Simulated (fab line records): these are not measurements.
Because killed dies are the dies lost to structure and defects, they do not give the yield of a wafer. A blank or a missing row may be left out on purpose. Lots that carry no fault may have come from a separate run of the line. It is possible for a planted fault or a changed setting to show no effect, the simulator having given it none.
fab line records ; flow sky130
record: lots: 6; wafers: 18; lastDay: 49
route steps=708 shown PWDE@52 NWELL@56 PAD_OPEN@708
lots that met no fault: from a run of the same line without faults
startH: the number of hours between the record's first day and the start of the first shown wafer of the lot ; waitH: how many hours have passed since the lot's step before this one ; " identical to the entry in the row above ; L1.1+2: a single row standing in for several wafers ; - value missing, or start not given ; * or withheld: withheld ; < > ~ a bound
route shown NAME@n: a module of which the file shows steps, and the number in the route of the first ; usual: the fault-free wafers' mean and standard deviation ; same: alike in all rows ; chamber/n: place in a boat ; sites: each site's reading ; _std_site: standard deviation of those values ; _edge_site: the outer-site mean with the inner-site mean subtracted ; radiusMm: for every site, how far away it sits from the centre of the wafer ; mask NAME#n: copy n ; behind: the most recent tool/chamber to have shaped the wafer ; hold: why the lot was held/for how many hours/how that ended ; device: transistor that didn't switch, given as n, p or np ; end of line: tests run on the same wafers once the route is complete ; a step without rows: its recipe alone ; killed: count of dies lost to structure and defects at first sort (not the wafer's yield) ; map: shows each die of a wafer: x if killed, . if not, _ if none is there
set.NAME: the setting the step ran with; set.NAME@STEP: the setting that earlier step ran with ; model.NAME: the simulator's own value behind a step, which no gauge read
lots at some steps of the route; a table a step, a row a wafer
services: the hour from which a tool's chamber was out of use, counted from the record's first day as startH (under 0 if before that day), plus the number of hours and why
== steps ==
step: SKY_PWDE_OVL_MEAS_07
usual: PWDE_OVL: 0.7/1.4
lot.wafer;tool;chamber;startH;waitH;PWDE_OVL[nm]
L180.2;overlay-01;-;103.89;-;3.2
L180.3;overlay-01;-;103.89;-;0.5
L180.6;overlay-01;-;103.89;-;1.2
L181.4;overlay-01;-;107.86;-;0.9
L181.5;overlay-01;-;107.86;-;1.1
L181.6;overlay-01;-;107.86;-;0.9
L184.3;overlay-01;-;124.35;-;-0.7
L184.4;overlay-01;-;124.35;-;1.2
L184.6;overlay-01;-;124.35;-;0.5
L188.1;overlay-02;-;150.66;-;1.9
L188.3;overlay-02;-;150.66;-;0.0
L188.6;overlay-02;-;150.66;-;3.0
L194.3;overlay-02;-;181.41;-;2.3
L194.4;overlay-02;-;181.41;-;-0.1
L194.5;overlay-02;-;181.41;-;1.6
L195.4;overlay-01;-;183.81;-;1.6
L195.5;overlay-01;-;183.81;-;2.1
L195.6;overlay-01;-;183.81;-;0.1
step: SKY_PWDE_IMPLANT_08
recipe: species: B; energyKev: 150; doseCm2: 3.6e+12; tiltDeg: withheld
step: SKY_PWDE_STRIP_09
recipe: chemistry: O2/N2; powerW: 1400; pressureMtorr: 1500; platenTempC: withheld; o2FlowSccm: 3000; n2FlowSccm: 300; overashFraction: 0.5
usual: drypumpMotorCurrentA: 5.9/0.46; oesProductAu: 0.722/0.0045; stripTimeToEndpointS: 36.93/0.092
lot.wafer;tool;chamber;startH;waitH;drypumpMotorCurrentA;oesProductAu;rfHoursCounterH;stripTimeToEndpointS
L180.2;plasmaAsher-03;1;104.07;0.1;6.0;0.718;42;36.86
L180.3;plasmaAsher-03;0;104.07;0.1;6.0;0.723;-;36.95
L180.6;plasmaAsher-03;1;104.07;0.1;5.9;0.711;-;36.86
L181.4;plasmaAsher-01;1;108.06;0.1;6.5;0.720;-;36.95
L181.5;plasmaAsher-01;0;108.06;0.1;5.7;0.719;-;36.93
L181.6;plasmaAsher-01;1;108.06;0.1;6.5;0.734;-;37.04
L184.3;plasmaAsher-04;0;124.56;0.1;6.3;0.716;-;36.97
L184.4;plasmaAsher-04;1;124.56;0.1;5.2;0.718;-;37.07
L184.6;plasmaAsher-04;1;124.56;0.1;5.1;0.722;-;36.93
L188.1;plasmaAsher-01;0;150.85;0.1;5.7;0.726;3;36.97
L188.3;plasmaAsher-01;0;150.85;0.1;5.7;0.724;-;36.92
L188.6;plasmaAsher-01;1;150.85;0.1;6.6;0.721;-;36.90
L194.3;plasmaAsher-03;1;181.61;0.1;6.0;0.723;-;36.93
L194.4;plasmaAsher-03;0;181.61;0.1;6.0;0.725;-;36.93
L194.5;plasmaAsher-03;1;181.61;0.1;6.0;0.725;-;36.88
L195.4;plasmaAsher-01;0;184.01;0.1;5.7;0.723;-;36.92
L195.5;plasmaAsher-01;1;184.01;0.1;6.5;0.724;-;37.00
L195.6;plasmaAsher-01;0;184.01;0.1;5.7;0.720;-;36.93
step: SKY_PWDE_TW_MEAS_10
usual: PWDE_TW: 375.0/1.7
lot.wafer;tool;chamber;startH;waitH;PWDE_TW
L180.2;filmMetro-03;-;104.18;0.1;375.8
L180.3;filmMetro-03;-;104.18;0.1;373.7
L180.6;filmMetro-03;-;104.18;0.1;374.8
L181.4;filmMetro-01;-;108.16;0.1;373.3
L181.5;filmMetro-01;-;108.16;0.1;373.7
L181.6;filmMetro-01;-;108.16;0.1;377.0
L184.3;filmMetro-01;-;124.64;0.1;375.4
L184.4;filmMetro-01;-;124.64;0.1;376.7
L184.6;filmMetro-01;-;124.64;0.1;374.9
L188.1;filmMetro-02;-;150.95;0.1;375.6
L188.3;filmMetro-02;-;150.95;0.1;375.5
L188.6;filmMetro-02;-;150.95;0.1;375.8
L194.3;filmMetro-03;-;181.70;0.1;375.4
L194.4;filmMetro-03;-;181.70;0.1;376.8
L194.5;filmMetro-03;-;181.70;0.1;376.6
L195.4;filmMetro-03;-;184.10;0.1;376.9
L195.5;filmMetro-03;-;184.10;0.1;379.8
L195.6;filmMetro-03;-;184.10;0.1;378.6
step: SKY_NWELL_DEHYDRATE_03
recipe: tempC: 200; timeS: 60
step: SKY_NWELL_HMDS_04
recipe: primeTimeS: 60; primeTempC: 120
step: SKY_NWELL_COAT_05
recipe: spinRpm: 2000; resistThkNm: 3000
step: SKY_NWELL_SOFTBAKE_06
recipe: tempC: 110; timeS: withheld
step: SKY_NWELL_EXPOSE_07
recipe: maskId: NWM; na: 0.6; sourceShape: conventional; sigmaOuter: 0.6; polarization: unpolarized; targetCdNm: 840; doseMj: 255
step: SKY_NWELL_PEB_08
recipe: tempC: 115; timeS: withheld
step: SKY_NWELL_DEVELOP_09
recipe: wallAngleDeg: 90; developer: TMAH; developTimeS: 60; devTempC: 23
step: SKY_NWELL_OVL_MEAS_10
usual: NWELL_00_OVL: 0.6/1.7
lot.wafer;tool;chamber;startH;waitH;NWELL_00_OVL[nm]
L180.2;overlay-02;-;121.79;-;1.7
L180.3;overlay-02;-;121.79;-;0.2
L180.6;overlay-02;-;121.79;-;0.3
L181.4;overlay-02;-;125.61;-;1.7
L181.5;overlay-02;-;125.61;-;-1.1
L181.6;overlay-02;-;125.61;-;-0.1
L184.3;overlay-02;-;142.45;-;1.0
L184.4;overlay-02;-;142.45;-;0.9
L184.6;overlay-02;-;142.45;-;-1.5
L188.1;overlay-01;-;169.99;-;-0.9
L188.3;overlay-01;-;169.99;-;-1.7
L188.6;overlay-01;-;169.99;-;-0.1
L194.3;overlay-01;-;203.11;-;3.2
L194.4;overlay-01;-;203.11;-;4.5
L194.5;overlay-01;-;203.11;-;2.7
L195.4;overlay-02;-;205.11;-;-0.2
L195.5;overlay-02;-;205.11;-;1.3
L195.6;overlay-02;-;205.11;-;0.6
step: SKY_NWELL_IMPLANT_11
recipe: species: P; energyKev: 400; doseCm2: 1.9e+13; tiltDeg: withheld
usual: doseIonsCm2: 1.9001e+13/1.8e+10; endStationPressureTorr: 5.05e-06/2.6e-07; faradayCurrentUA: 107.0/2.1
lot.wafer;tool;chamber;startH;waitH;doseIonsCm2;endStationPressureTorr;faradayCurrentUA
L180.2;implanter-03;0;121.85;0.0;1.8986e+13;4.88e-06;106.9
L180.3;implanter-03;0;121.85;0.0;1.8991e+13;4.92e-06;102.9
L180.6;implanter-03;0;121.85;0.0;1.9009e+13;4.54e-06;108.4
L181.4;implanter-04;0;125.70;0.1;1.8978e+13;5.19e-06;106.7
L181.5;implanter-04;0;125.70;0.1;1.9014e+13;5.1e-06;110.1
L181.6;implanter-04;0;125.70;0.1;1.9008e+13;5.08e-06;111.4
L184.3;implanter-03;0;142.52;0.1;2.5206e+13;5.12e-06;139.9
L184.4;implanter-03;0;142.52;0.1;2.5216e+13;5.35e-06;141.7
L184.6;implanter-03;0;142.52;0.1;2.5198e+13;4.79e-06;143.2
L188.1;implanter-03;0;170.03;0.0;2.5217e+13;5.41e-06;143.9
L188.3;implanter-03;0;170.03;0.0;2.5233e+13;4.94e-06;142.2
L188.6;implanter-03;0;170.03;0.0;2.523e+13;4.84e-06;140.9
L194.3;implanter-02;0;203.18;0.1;1.9006e+13;5.28e-06;110.0
L194.4;implanter-02;0;203.18;0.1;1.8999e+13;4.59e-06;106.1
L194.5;implanter-02;0;203.18;0.1;1.8996e+13;4.77e-06;104.3
L195.4;implanter-02;0;205.20;0.1;1.9022e+13;5.22e-06;107.5
L195.5;implanter-02;0;205.20;0.1;1.9001e+13;5.48e-06;106.9
L195.6;implanter-02;0;205.20;0.1;1.9002e+13;4.8e-06;106.8
step: SKY_NWELL_IMPLANT_12
recipe: species: P; energyKev: 120; doseCm2: 1.3e+12; tiltDeg: withheld
step: SKY_NWELL_IMPLANT_13
recipe: species: P; energyKev: 50; doseCm2: 7e+11; tiltDeg: withheld
step: SKY_NWELL_STRIP_14
recipe: chemistry: O2/N2; powerW: 1400; pressureMtorr: 1500; platenTempC: withheld; o2FlowSccm: 3000; n2FlowSccm: 300; overashFraction: 0.5
usual: drypumpMotorCurrentA: 5.8/0.52; oesProductAu: 0.722/0.0046; stripTimeToEndpointS: 36.93/0.11
lot.wafer;tool;chamber;startH;waitH;drypumpMotorCurrentA;oesProductAu;rfHoursCounterH;stripTimeToEndpointS
L180.2;plasmaAsher-01;0;122.27;0.1;5.7;0.727;0;36.96
L180.3;plasmaAsher-01;0;122.27;0.1;5.7;0.728;-;36.76
L180.6;plasmaAsher-01;0;122.27;0.1;5.7;0.718;-;36.89
L181.4;plasmaAsher-02;0;126.11;0.1;5.2;0.717;-;37.02
L181.5;plasmaAsher-02;0;126.11;0.1;5.2;0.722;-;36.86
L181.6;plasmaAsher-02;1;126.11;0.1;5.5;0.710;-;36.74
L184.3;plasmaAsher-02;1;142.96;0.1;5.5;0.718;-;36.77
L184.4;plasmaAsher-02;0;142.96;0.1;5.2;0.718;-;36.67
L184.6;plasmaAsher-02;0;142.96;0.1;5.2;0.721;-;36.78
L188.1;plasmaAsher-01;0;170.48;0.1;5.7;0.720;6;37.07
L188.3;plasmaAsher-01;1;170.48;0.1;6.5;0.724;-;36.91
L188.6;plasmaAsher-01;0;170.48;0.1;5.7;0.724;-;37.03
L194.3;plasmaAsher-02;0;203.61;0.1;5.2;0.726;-;36.93
L194.4;plasmaAsher-02;1;203.61;0.1;5.6;0.725;-;36.95
L194.5;plasmaAsher-02;1;203.61;0.1;5.5;0.730;-;36.94
L195.4;plasmaAsher-02;0;205.61;0.1;5.2;0.720;-;37.22
L195.5;plasmaAsher-02;1;205.61;0.1;5.5;0.717;-;37.09
L195.6;plasmaAsher-02;0;205.61;0.1;5.2;0.717;-;37.18
step: SKY_NWELL_TW_MEAS_15
usual: NWELL_TW: 1827/7
lot.wafer;tool;chamber;startH;waitH;NWELL_TW
L180.2;filmMetro-02;-;122.38;0.1;1835
L180.3;filmMetro-02;-;122.38;0.1;1841
L180.6;filmMetro-02;-;122.38;0.1;1839
L181.4;filmMetro-02;-;126.20;0.1;1830
L181.5;filmMetro-02;-;126.20;0.1;1824
L181.6;filmMetro-02;-;126.20;0.1;1824
L184.3;filmMetro-02;-;143.04;0.1;2001
L184.4;filmMetro-02;-;143.04;0.1;2006
L184.6;filmMetro-02;-;143.04;0.1;2004
L188.1;filmMetro-01;-;170.58;0.1;1994
L188.3;filmMetro-01;-;170.58;0.1;1998
L188.6;filmMetro-01;-;170.58;0.1;2008
L194.3;filmMetro-03;-;203.70;0.1;1829
L194.4;filmMetro-03;-;203.70;0.1;1824
L194.5;filmMetro-03;-;203.70;0.1;1820
L195.4;filmMetro-02;-;205.71;0.1;1828
L195.5;filmMetro-02;-;205.71;0.1;1832
L195.6;filmMetro-02;-;205.71;0.1;1829
step: SKY_NWELL_DEHYDRATE_16
recipe: tempC: 200; timeS: 60
step: SKY_NWELL_HMDS_17
recipe: primeTimeS: 60; primeTempC: 120
step: SKY_NWELL_COAT_18
recipe: spinRpm: 2000; resistThkNm: 3000
step: SKY_NWELL_SOFTBAKE_19
recipe: tempC: 110; timeS: withheld
step: SKY_NWELL_EXPOSE_20
recipe: maskId: NWM_COMPLEMENT; na: 0.6; sourceShape: conventional; sigmaOuter: 0.6; polarization: unpolarized; targetCdNm: 840; doseMj: 260
step: SKY_NWELL_PEB_21
recipe: tempC: 115; timeS: withheld
step: SKY_NWELL_DEVELOP_22
recipe: wallAngleDeg: 90; developer: TMAH; developTimeS: 60; devTempC: 23
step: SKY_NWELL_OVL_MEAS_23
usual: NWELL_01_OVL: 0.1/1.3
lot.wafer;tool;chamber;startH;waitH;NWELL_01_OVL[nm]
L180.2;overlay-02;-;140.65;-;-1.2
L180.3;overlay-02;-;140.65;-;-0.8
L180.6;overlay-02;-;140.65;-;-1.4
L181.4;overlay-01;-;144.41;-;3.0
L181.5;overlay-01;-;144.41;-;2.2
L181.6;overlay-01;-;144.41;-;1.0
L184.3;overlay-02;-;162.46;-;0.7
L184.4;overlay-02;-;162.46;-;-0.6
L184.6;overlay-02;-;162.46;-;1.0
L188.1;overlay-01;-;191.70;-;0.0
L188.3;overlay-01;-;191.70;-;0.6
L188.6;overlay-01;-;191.70;-;0.1
L194.3;overlay-02;-;225.31;-;0.2
L194.4;overlay-02;-;225.31;-;1.4
L194.5;overlay-02;-;225.31;-;2.3
L195.4;overlay-01;-;226.96;-;1.5
L195.5;overlay-01;-;226.96;-;1.3
L195.6;overlay-01;-;226.96;-;1.6
step: SKY_NWELL_IMPLANT_24
recipe: species: B; energyKev: 140; doseCm2: 9.2e+12; tiltDeg: withheld
step: SKY_NWELL_STRIP_25
recipe: chemistry: O2/N2; powerW: 1400; pressureMtorr: 1500; platenTempC: withheld; o2FlowSccm: 3000; n2FlowSccm: 300; overashFraction: 0.5
usual: drypumpMotorCurrentA: 5.8/0.51; oesProductAu: 0.723/0.0048; stripTimeToEndpointS: 36.94/0.096
lot.wafer;tool;chamber;startH;waitH;drypumpMotorCurrentA;oesProductAu;rfHoursCounterH;stripTimeToEndpointS
L180.2;plasmaAsher-01;0;140.83;0.1;5.7;0.727;3;36.86
L180.3;plasmaAsher-01;0;140.83;0.1;5.7;0.724;-;36.81
L180.6;plasmaAsher-01;0;140.83;0.1;5.7;0.720;-;36.93
L181.4;plasmaAsher-01;1;144.61;0.1;6.6;0.726;-;36.98
L181.5;plasmaAsher-01;1;144.61;0.1;6.6;0.725;-;36.84
L181.6;plasmaAsher-01;0;144.61;0.1;5.7;0.712;-;36.96
L184.3;plasmaAsher-01;1;162.66;0.1;6.5;0.729;-;36.89
L184.4;plasmaAsher-01;0;162.66;0.1;5.7;0.721;-;36.82
L184.6;plasmaAsher-01;0;162.66;0.1;5.7;0.719;-;36.83
L188.1;plasmaAsher-01;1;191.89;0.1;6.5;0.719;8;37.08
L188.3;plasmaAsher-01;0;191.89;0.1;5.7;0.723;-;37.05
L188.6;plasmaAsher-01;1;191.89;0.1;6.6;0.721;-;37.04
L194.3;plasmaAsher-01;1;225.52;0.1;6.5;0.729;-;36.93
L194.4;plasmaAsher-01;0;225.52;0.1;5.7;0.718;-;36.94
L194.5;plasmaAsher-01;0;225.52;0.1;5.7;0.713;-;36.93
L195.4;plasmaAsher-01;1;227.16;0.1;6.5;0.728;-;36.91
L195.5;plasmaAsher-01;1;227.16;0.1;6.5;0.726;-;36.91
L195.6;plasmaAsher-01;0;227.16;0.1;5.7;0.717;-;36.97
step: SKY_NWELL_TW_MEAS_26
usual: NWELL_2_TW: 498.5/2.3
lot.wafer;tool;chamber;startH;waitH;NWELL_2_TW
L180.2;filmMetro-01;-;140.94;0.1;499.3
L180.3;filmMetro-01;-;140.94;0.1;498.9
L180.6;filmMetro-01;-;140.94;0.1;497.2
L181.4;filmMetro-03;-;144.71;0.1;493.1
L181.5;filmMetro-03;-;144.71;0.1;497.3
L181.6;filmMetro-03;-;144.71;0.1;498.6
L184.3;filmMetro-03;-;162.75;0.1;497.8
L184.4;filmMetro-03;-;162.75;0.1;497.3
L184.6;filmMetro-03;-;162.75;0.1;495.1
L188.1;filmMetro-03;-;191.99;0.1;503.6
L188.3;filmMetro-03;-;191.99;0.1;496.4
L188.6;filmMetro-03;-;191.99;0.1;497.8
L194.3;filmMetro-01;-;225.61;0.1;500.2
L194.4;filmMetro-01;-;225.61;0.1;501.4
L194.5;filmMetro-01;-;225.61;0.1;498.4
L195.4;filmMetro-03;-;227.25;0.1;496.2
L195.5;filmMetro-03;-;227.25;0.1;493.9
L195.6;filmMetro-03;-;227.25;0.1;494.7
step: SKY_NWELL_CLEAN_27
recipe: chemistry: SC1/SC2; mix: 1:4:20; tempC: 70; timeS: 150; dry: n2Spin
step: SKY_NWELL_RTA_28
recipe: tempC: 1050; timeS: 30; idleTempC: 650; rampUpCPerS: 150; rampDownCPerS: 90; ambient: N2
usual: lampPowerPct: 25.31/0.059; wafer_temp_C_max: 1055.0/1.1
lot.wafer;tool;chamber;startH;waitH;lampPowerPct;wafer_temp_C_max
L180.2;rtpAnneal-02;0;141.06;0.0;25.23;1053.6
L180.3;rtpAnneal-02;0;141.06;0.0;25.31;1055.8
L180.6;rtpAnneal-02;0;141.06;0.0;25.22;1054.8
L181.4;rtpAnneal-01;0;144.84;0.1;25.22;1054.4
L181.5;rtpAnneal-01;0;144.84;0.1;25.34;1056.8
L181.6;rtpAnneal-01;0;144.84;0.1;25.30;1054.7
L184.3;rtpAnneal-02;0;162.87;0.0;25.18;1054.4
L184.4;rtpAnneal-02;0;162.87;0.0;25.29;1056.9
L184.6;rtpAnneal-02;0;162.87;0.0;25.32;1054.9
L188.1;rtpAnneal-01;0;192.10;0.0;25.32;1054.9
L188.3;rtpAnneal-01;0;192.10;0.0;25.27;1055.6
L188.6;rtpAnneal-01;0;192.10;0.0;25.29;1054.7
L194.3;rtpAnneal-01;0;225.73;0.0;25.34;1055.3
L194.4;rtpAnneal-01;0;225.73;0.0;25.35;1055.6
L194.5;rtpAnneal-01;0;225.73;0.0;25.47;1053.2
L195.4;rtpAnneal-02;0;227.38;0.1;25.28;1054.4
L195.5;rtpAnneal-02;0;227.38;0.1;25.34;1054.2
L195.6;rtpAnneal-02;0;227.38;0.1;25.30;1052.5
step: SKY_NWELL_RS_MEAS_29
recipe: thkMeasGauge: four-point-probe
usual: NWELL_RS: 624.9/2
lot.wafer;tool;chamber;startH;waitH;NWELL_RS[ohm/sq]
L180.2;filmMetro-02;-;141.16;0.1;625.3
L180.3;filmMetro-02;-;141.16;0.1;622.9
L180.6;filmMetro-02;-;141.16;0.1;623.2
L181.4;filmMetro-01;-;144.95;0.1;624.6
L181.5;filmMetro-01;-;144.95;0.1;625.0
L181.6;filmMetro-01;-;144.95;0.1;626.9
L184.3;filmMetro-01;-;162.98;0.1;536.1
L184.4;filmMetro-01;-;162.98;0.1;537.5
L184.6;filmMetro-01;-;162.98;0.1;537.5
L188.1;filmMetro-01;-;192.20;0.1;534.3
L188.3;filmMetro-01;-;192.20;0.1;533.5
L188.6;filmMetro-01;-;192.20;0.1;532.6
L194.3;filmMetro-03;-;225.84;0.1;626.0
L194.4;filmMetro-03;-;225.84;0.1;625.9
L194.5;filmMetro-03;-;225.84;0.1;626.1
L195.4;filmMetro-01;-;227.49;0.1;624.4
L195.5;filmMetro-01;-;227.49;0.1;623.7
L195.6;filmMetro-01;-;227.49;0.1;624.1
step: SKY_PAD_OPEN_PROBE_99
usual: killed_at_M0_to_M3: 44/6.4; killed_at_M4_up: 3.4/2.1; killedAtContacts: 23/5; killedAtFrontEnd: 15/4.5; killedAtOther: 0.3/0.54; killedDies: 86/9.5; killedOpen: 48/6.9; killedShort: 38/5.9
same: grossDies: 492; killedAtBackSide: 0
lot.wafer;tool;chamber;startH;waitH;killed_at_M0_to_M3;killed_at_M4_up;killedAtContacts;killedAtFrontEnd;killedAtOther;killedDies;killedOpen;killedShort;model.etest.nfet_16v.rOnOhmUm;model.etest.pfet_16v.rOnOhmUm;model.etest.resNwell.lineOhmUm;model.etest.resNwell.rsOhmSq;model.etest.tip_p_5v.rsOhmSq;model.etest.resNwell.widthNm;model.etest.resIsoPwell.widthNm;model.etest.pfet_16v.driveUaUm
L180.2;prober-02;-;1115.94;0.1;58;0;28;22;0;108;61;47;1.414e+04;1.557e+04;1223;1031;2850;838;2653;242.3
L180.3;prober-02;-;1115.99;0.2;39;0;34;31;0;104;62;40;1.402e+04;1.543e+04;1217;1018;2848;837.9;2667;244.8
L180.6;prober-02;-;1116.14;0.2;52;4;28;11;1;96;47;49;1.402e+04;1.563e+04;1221;1026;2864;845.3;2649;242.3
L181.4;prober-01;-;1119.60;0.2;44;3;15;14;1;77;47;30;1.412e+04;1.482e+04;1102;917.3;2813;831.2;2669;250.4
L181.5;prober-01;-;1119.65;0.2;42;7;19;13;0;81;45;36;1.426e+04;1.502e+04;1125;944.3;2804;834.2;2647;250.6
L181.6;prober-01;-;1119.70;0.2;38;4;23;15;0;80;45;35;1.411e+04;1.52e+04;1147;950.7;2798;833.7;2651;250
L184.3;prober-01;-;1133.52;0.2;41;2;19;11;0;73;41;32;1.315e+04;1.554e+04;920.8;792.1;2894;860.2;2631;231.6
L184.4;prober-01;-;1133.57;0.2;41;5;24;16;2;88;49;37;1.299e+04;1.533e+04;903.8;775.9;2885;859.7;2626;232.4
L184.6;prober-01;-;1133.67;0.2;43;4;25;22;0;94;58;35;1.307e+04;1.533e+04;922.2;789.7;2895;854;2637;233.2
L188.1;prober-02;-;1163.70;0.1;42;4;11;23;0;80;36;42;1.312e+04;1.566e+04;883.2;769;2924;865.7;2625;229.2
L188.3;prober-02;-;1163.80;0.2;36;3;17;15;0;71;40;31;1.302e+04;1.582e+04;899.6;776.8;2917;865.1;2618;228.8
L188.6;prober-02;-;1163.95;0.2;42;3;18;16;0;79;43;36;1.315e+04;1.573e+04;870.7;765.2;2919;864.2;2621;226.2
L194.3;prober-01;-;1182.39;0.2;50;3;20;14;0;87;45;42;1.395e+04;1.538e+04;1149;974.8;2899;846.2;2641;240.7
L194.4;prober-01;-;1182.44;0.2;36;3;34;10;0;83;50;33;1.405e+04;1.552e+04;1165;981.9;2898;849.4;2647;238.3
L194.5;prober-01;-;1182.49;0.2;38;5;21;15;0;79;44;35;1.41e+04;1.562e+04;1155;985.4;2909;849;2639;237.9
L195.4;prober-02;-;1184.65;0.2;45;7;23;11;0;86;43;43;1.422e+04;1.526e+04;1150;954.9;2860;830.1;2642;248.9
L195.5;prober-02;-;1184.70;0.2;49;1;25;20;0;95;54;41;1.404e+04;1.507e+04;1138;939.4;2856;826.3;2652;250.7
L195.6;prober-02;-;1184.75;0.2;40;4;26;10;1;81;48;33;1.41e+04;1.493e+04;1118;929;2856;832;2648;249.7
killed by level:class
L180.2 VIA1:geometricParticle:open=13 CONTACT:geometricParticle:open=10 METAL1:geometricParticle:short=10 LOCAL_INTERCONNECT:geometricParticle:short=8 VIA2:geometricParticle:open=8 LI_CONTACT:geometricParticle:open=6 VIA3:geometricParticle:open=6 FIELD_ISO:geometricParticle:open=5
L180.3 VIA1:geometricParticle:open=12 LI_CONTACT:geometricParticle:open=11 CONTACT:geometricParticle:open=11 FIELD_ISO:geometricParticle:short=10 FIELD_ISO:geometricParticle:open=9 METAL2:geometricParticle:short=6 POLY_GATE:geometricParticle:open=5 LI_CONTACT:geometricParticle:short=5
L180.6 METAL2:geometricParticle:short=10 VIA3:geometricParticle:open=10 CONTACT:geometricParticle:open=8 VIA1:geometricParticle:open=7 LI_CONTACT:geometricParticle:open=6 LOCAL_INTERCONNECT:geometricParticle:short=6 METAL1:geometricParticle:short=6 CONTACT:geometricParticle:short=5
L181.4 VIA1:geometricParticle:open=17 VIA3:geometricParticle:open=8 POLY_GATE:geometricParticle:short=6 LI_CONTACT:geometricParticle:open=6 METAL2:geometricParticle:short=5 CONTACT:geometricParticle:open=4 VIA2:geometricParticle:open=4 FIELD_ISO:geometricParticle:open=3
L181.5 VIA2:geometricParticle:open=9 VIA1:geometricParticle:open=9 VIA3:geometricParticle:open=6 CONTACT:geometricParticle:short=6 LOCAL_INTERCONNECT:geometricParticle:short=5 METAL1:geometricParticle:short=5 POLY_GATE:geometricParticle:short=4 CONTACT:geometricParticle:open=4
L181.6 VIA1:geometricParticle:open=14 VIA2:geometricParticle:open=7 CONTACT:geometricParticle:short=7 POLY_GATE:geometricParticle:open=4 LI_CONTACT:geometricParticle:open=4 LOCAL_INTERCONNECT:geometricParticle:short=4 CONTACT:geometricParticle:open=4 VIA3:geometricParticle:open=4
L184.3 VIA1:geometricParticle:open=16 CONTACT:geometricParticle:open=9 FIELD_ISO:geometricParticle:short=7 VIA1:geometricParticle:short=6 METAL1:geometricParticle:short=4 VIA2:geometricParticle:open=3 LI_CONTACT:geometricParticle:open=3 LOCAL_INTERCONNECT:geometricParticle:short=3
L184.4 VIA2:geometricParticle:open=10 LI_CONTACT:geometricParticle:open=9 VIA1:geometricParticle:open=9 FIELD_ISO:geometricParticle:short=5 LOCAL_INTERCONNECT:geometricParticle:short=5 FIELD_ISO:geometricParticle:open=4 CONTACT:geometricParticle:open=4 POLY_GATE:geometricParticle:short=4
L184.6 LI_CONTACT:geometricParticle:open=12 VIA2:geometricParticle:open=10 VIA1:geometricParticle:open=8 FIELD_ISO:geometricParticle:open=7 CONTACT:geometricParticle:open=7 POLY_GATE:geometricParticle:open=6 METAL3:geometricParticle:short=6 VIA1:geometricParticle:short=5
L188.1 VIA1:geometricParticle:open=12 POLY_GATE:geometricParticle:short=9 METAL2:geometricParticle:short=9 POLY_GATE:geometricParticle:open=7 METAL1:geometricParticle:short=7 CONTACT:geometricParticle:open=4 VIA3:geometricParticle:open=4 FIELD_ISO:geometricParticle:short=3
L188.3 VIA1:geometricParticle:open=7 VIA3:geometricParticle:open=7 FIELD_ISO:geometricParticle:open=6 VIA2:geometricParticle:short=6 LI_CONTACT:geometricParticle:open=5 METAL2:geometricParticle:short=5 FIELD_ISO:geometricParticle:short=4 POLY_GATE:geometricParticle:open=4
L188.6 VIA1:geometricParticle:open=10 VIA2:geometricParticle:open=8 FIELD_ISO:geometricParticle:open=6 CONTACT:geometricParticle:open=6 VIA1:geometricParticle:short=5 VIA3:geometricParticle:short=5 FIELD_ISO:geometricParticle:short=4 POLY_GATE:geometricParticle:open=4
L194.3 VIA1:geometricParticle:open=12 CONTACT:geometricParticle:open=9 VIA1:geometricParticle:short=8 VIA3:geometricParticle:open=6 METAL2:geometricParticle:short=5 FIELD_ISO:geometricParticle:short=4 POLY_GATE:geometricParticle:open=4 POLY_GATE:geometricParticle:short=4
L194.4 LI_CONTACT:geometricParticle:open=12 CONTACT:geometricParticle:open=9 POLY_GATE:geometricParticle:open=6 METAL1:geometricParticle:short=6 CONTACT:geometricParticle:short=6 VIA1:geometricParticle:open=6 VIA2:geometricParticle:open=6 VIA1:geometricParticle:short=5
L194.5 CONTACT:geometricParticle:open=12 VIA1:geometricParticle:open=12 METAL1:geometricParticle:short=5 VIA2:geometricParticle:open=4 POLY_GATE:geometricParticle:open=4 POLY_GATE:geometricParticle:short=4 METAL4:geometricParticle:short=4 FIELD_ISO:geometricParticle:open=3
L195.4 VIA1:geometricParticle:open=9 METAL2:geometricParticle:short=9 CONTACT:geometricParticle:open=8 VIA2:geometricParticle:open=7 METAL1:geometricParticle:short=7 LI_CONTACT:geometricParticle:open=6 VIA1:geometricParticle:short=6 METAL4:geometricParticle:short=6
L195.5 VIA3:geometricParticle:open=12 LI_CONTACT:geometricParticle:open=9 CONTACT:geometricParticle:open=9 VIA1:geometricParticle:short=6 VIA1:geometricParticle:open=6 METAL2:geometricParticle:short=5 FIELD_ISO:geometricParticle:open=4 FIELD_ISO:geometricParticle:short=4
L195.6 VIA1:geometricParticle:open=16 CONTACT:geometricParticle:open=11 VIA3:geometricParticle:open=8 LI_CONTACT:geometricParticle:open=5 CONTACT:geometricParticle:short=5 FIELD_ISO:geometricParticle:short=4 VIA1:geometricParticle:short=4 METAL4:geometricParticle:short=4
== services ==
tool;chamber;startH;hours;kind
implanter-02;-;82.08;4.9;pm
plasmaAsher-01;-;108.75;9.0;pm
plasmaAsher-01;0;108.75;9.0;ventCycle
plasmaAsher-01;1;108.75;9.0;ventCycle
plasmaAsher-01;0;117.75;-;clean
plasmaAsher-01;1;117.75;-;clean
plasmaAsher-02;-;126.81;15.6;pm
rtpAnneal-02;-;139.25;1.2;pm
implanter-04;-;149.88;2.0;repair
plasmaAsher-02;-;157.61;2.8;pm
plasmaAsher-02;-;160.36;28.1;pm
plasmaAsher-03;-;186.75;3.2;repair
rtpAnneal-01;-;196.65;5.4;pm
implanter-04;-;198.79;11.5;repair
plasmaAsher-02;-;213.69;0.7;repair
== key ==
firstSign: step: SKY_NWELL_IMPLANT_11; reading: doseIonsCm2; direction: up; sigmas: 99+; usual: *; struck: *
effect: step: SKY_NWELL_IMPLANT_11; reading: faradayCurrentUA; direction: up; sigmas: 17; usual: 107.0; struck: 142.0
effect: step: SKY_NWELL_TW_MEAS_15; reading: NWELL_TW; direction: up; sigmas: 25; usual: 1827; struck: 2002
effect: step: SKY_NWELL_RS_MEAS_29; reading: NWELL_RS; direction: down; sigmas: 45; usual: 624.9; struck: 535.3
modelEffect: step: SKY_PAD_OPEN_PROBE_99; value: etest.nfet_16v.rOnOhmUm; without: 1.417e+04; struck: 1.308e+04
metAt SKY_NWELL_IMPLANT_11
struckWafers L184.3,L184.4,L184.6,L188.1,L188.3,L188.6
testerLeftOut L184,L188
onsetBetween 121.85 142.52
fault: kind: processParameterDrift; tool: implanter-03; chamber: -; onsetH: 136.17; steps: SKY_NWELL_IMPLANT_11; channel: doseCm2; offset: *; shape: step; endH: 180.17; actsIn: *; stated: *
testerLeftOut: of these lots the tester's yield and bins aren't shown, on N5 and GAA mostly nor the transistor test; their killed dies are dies lost to structure and defects alone, not to doping, threshold or leakage, so they don't give the yield
